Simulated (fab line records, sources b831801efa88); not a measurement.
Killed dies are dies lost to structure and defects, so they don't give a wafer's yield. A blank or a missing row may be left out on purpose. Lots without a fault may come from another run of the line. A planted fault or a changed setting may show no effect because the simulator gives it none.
Chamber matching | flow gf180mcu | GF_V5_CMP_04 on cmp-02: 4 sister chambers
The step polishes SiO2. 4 wafers are shown with their chamber, then 7 later ones without.

WAFERS WITH THEIR CHAMBER
wafer  | chamber | motor_current_A (A)
L084.5 | 0       | 13.7
L093.6 | 1       | 11.0
L094.2 | 3       | 15.1
L094.4 | 2       | 12.9

WAFERS WITHOUT THEIR CHAMBER
wafer  | motor_current_A (A)
L094.6 | 13.0
L096.2 | 14.6
L096.3 | 13.5
L096.4 | 13.1
L097.1 | 13.7
L097.4 | 13.3
L097.5 | 15.8

WHICH CHAMBER EACH WENT THROUGH
wafer  | from the rows above     | in truth
L094.6 | can't be placed: 2 or 0 | 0
L096.2 | can't be placed: 3 or 0 | 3
L096.3 | can't be placed: 0 or 2 | 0
L096.4 | can't be placed: 2 or 0 | 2
L097.1 | 0                       | 0
L097.4 | can't be placed: 0 or 2 | 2
L097.5 | 3                       | 3
Placed correctly: 2 of 7. Can't be placed from these rows: 5 (the true chamber is among the candidates in 5). Placed wrongly: 0.
How it was worked out, from the rows above alone: a wafer's distance from a chamber is the root of the sum, over the readings, of the square of ((its reading less the chamber's mean) divided by the reading's scatter). The wafer belongs to the nearest chamber; if the next one is less than 2 further off, it can't be placed. A chamber's mean is the mean of its shown wafers. The scatter: with one shown wafer a chamber, the root of the mean of the squares of how far each hidden wafer lies from its nearest shown one.
